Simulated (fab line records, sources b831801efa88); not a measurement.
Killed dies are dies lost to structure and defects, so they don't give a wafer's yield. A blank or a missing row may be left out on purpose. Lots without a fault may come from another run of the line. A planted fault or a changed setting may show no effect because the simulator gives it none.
One fault seen from 2 desks | flow gf180mcu | each desk has only its own numbers; what lay behind them comes last

THE TOOL OWNER'S DESK: litho_track-02
The tool's own readings at GF_MVSD_COAT_02 (resist thk 3000 nm): means of the sampled wafers that have a number, for each lot that ran on this tool. A lot is out of limits, marked OUT, if its mean lies more than 4 standard deviations from the usual mean; the brackets give that distance.
Columns: A = chill_plate_temp_C at GF_MVSD_COAT_02, usual 23.01 C
lot  | first seen here | A
L101 | day 4 02:48     | 23.05
L102 | day 4 07:33     | 22.99
L104 | day 4 20:49     | 22.96
L108 | day 5 18:48     | 23.05
L109 | day 6 00:01     | 23.06
L110 | day 6 08:19     | 22.99
L113 | day 6 23:28     | 23.07
This desk's finding: nothing out of limits on any of the 7 lots.

THE METROLOGY DESK
What the gauges read, lot by lot, whatever tool the lot ran on: means of the sampled wafers that have a number. A lot is out of limits, marked OUT, if its mean lies more than 4 standard deviations from the usual mean; the brackets give that distance.
Columns: A = VT_IMPLANT_01_OVL at GF_VT_IMPLANT_OVL_MEAS_18, usual 0.2 nm; B = cd_nm at GF_HV_LDD_CD_MEAS_46, usual 400.3 nm
lot  | first seen here | A    | B
L101 | day 6 04:32     | 1.7  | 401.1
L102 | day 6 10:56     | 1.5  | 399.5
L104 | day 7 00:52     | 1.4  | 402.3
L105 | day 7 04:41     | -0.2 | 400.2
L106 | day 7 13:00     | 1.1  | 398.3
L107 | day 7 18:15     | 0.0  | 401.8
L108 | day 8 01:05     | -0.8 | 398.7
L109 | day 8 06:41     | -0.3 | 404.7
L110 | day 8 17:38     | 0.3  | 401.9
L113 | day 9 09:26     | -0.5 | 400.2
L118 | day 10 17:26    | 0.5  | 402.0
L119 | day 11 02:33    | -0.5 | 405.7
L123 | day 12 02:57    | -1.3 | 398.5
This desk's finding: nothing out of limits on any of the 13 lots.

PUT TOGETHER
The tool owner's desk saw nothing out of limits.
The metrology desk saw nothing out of limits.

WHAT THE SIMULATOR HAD PUT IN
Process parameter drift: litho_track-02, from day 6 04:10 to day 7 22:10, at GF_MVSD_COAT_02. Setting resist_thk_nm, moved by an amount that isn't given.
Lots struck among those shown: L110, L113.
